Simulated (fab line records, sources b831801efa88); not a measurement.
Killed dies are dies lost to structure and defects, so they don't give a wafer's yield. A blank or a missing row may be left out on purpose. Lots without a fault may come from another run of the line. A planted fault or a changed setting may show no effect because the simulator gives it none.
One fault seen from 2 desks | flow sky130 | each desk has only its own numbers; what lay behind them comes last

THE TOOL OWNER'S DESK: implanter-02
The tool's own readings at SKY_VT_ADJUST_PCH_IMPLANT_08: means of the sampled wafers that have a number, for each lot that ran on this tool. A lot is out of limits, marked OUT, if its mean lies more than 4 standard deviations from the usual mean; the brackets give that distance.
Columns: A = dose_ions_cm2 at SKY_VT_ADJUST_PCH_IMPLANT_08, usual 4.999e+11; B = faraday_current_uA at SKY_VT_ADJUST_PCH_IMPLANT_08, usual 2.82
lot  | first seen here | A                           | B
L255 | day 10 10:03    | 4.996e+11                   | 2.78
L257 | day 11 01:17    | 4.989e+11                   | 2.82
L261 | day 12 12:39    | 6.622e+11 (+99 or more) OUT | 3.66 (+13) OUT
L263 | day 13 18:36    | 6.622e+11 (+99 or more) OUT | 3.70 (+14) OUT
L272 | day 16 07:22    | 4.999e+11                   | 2.81
L276 | day 17 08:33    | 4.999e+11                   | 2.83
This desk's finding: out of limits on L261, L263; first on L261, day 12 12:39 (dose_ions_cm2 at SKY_VT_ADJUST_PCH_IMPLANT_08). In limits: L255, L257, L272, L276.

THE METROLOGY DESK
What the gauges read, lot by lot, whatever tool the lot ran on: means of the sampled wafers that have a number. A lot is out of limits, marked OUT, if its mean lies more than 4 standard deviations from the usual mean; the brackets give that distance.
Columns: A = VT_ADJUST_PCH_TW at SKY_VT_ADJUST_PCH_TW_MEAS_10, usual 143.2; B = SD_N_RS at SKY_SD_N_RS_MEAS_16, usual 68.52 ohm/sq; C = cd_nm at SKY_VIA1_CD_MEAS_12, usual 150.0 nm
lot  | first seen here | A                | B     | C
L255 | day 10 10:18    | 143.2            | 68.57 | 152.5
L256 | day 10 19:40    | 145.0            | 68.47 | 148.3
L257 | day 11 01:32    | 143.1            | 68.45 | 149.5
L261 | day 12 12:54    | 153.0 (+8.9) OUT | 68.67 | 149.7
L263 | day 13 18:51    | 156.2 (+12) OUT  | 68.64 | 150.1
L266 | day 14 07:34    | 142.3            | 68.56 | 149.3
L270 | day 15 11:06    | 144.5            | 68.48 | 150.2
L272 | day 16 07:37    | 144.2            | 68.51 | 150.7
L273 | day 16 14:33    | 144.4            | 68.45 | 150.1
L274 | day 16 15:31    | 142.1            | 68.46 | 153.2
L276 | day 17 08:48    | 143.9            | 68.58 | 150.9
L277 | day 17 18:19    | 142.2            | 68.50 | 149.7
This desk's finding: out of limits on L261, L263; first on L261, day 12 12:54 (VT_ADJUST_PCH_TW at SKY_VT_ADJUST_PCH_TW_MEAS_10). In limits: L255, L256, L257, L266, L270, L272, L273, L274, L276, L277.

PUT TOGETHER
The tool owner's desk could have raised an alarm at day 12 12:39, on L261, L263.
The metrology desk could have raised an alarm at day 12 12:54, on L261, L263.
Of the lots named, all ran SKY_VT_ADJUST_PCH_IMPLANT_08 on implanter-02.

WHAT THE SIMULATOR HAD PUT IN
Process parameter drift: implanter-02, from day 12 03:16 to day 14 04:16, at SKY_VT_ADJUST_PCH_IMPLANT_08. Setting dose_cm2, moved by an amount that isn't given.
Lots struck among those shown: L261, L263.
Hours from the fault's start to each desk's first reading out of limits: the tool owner's desk, 9; the metrology desk, 10.
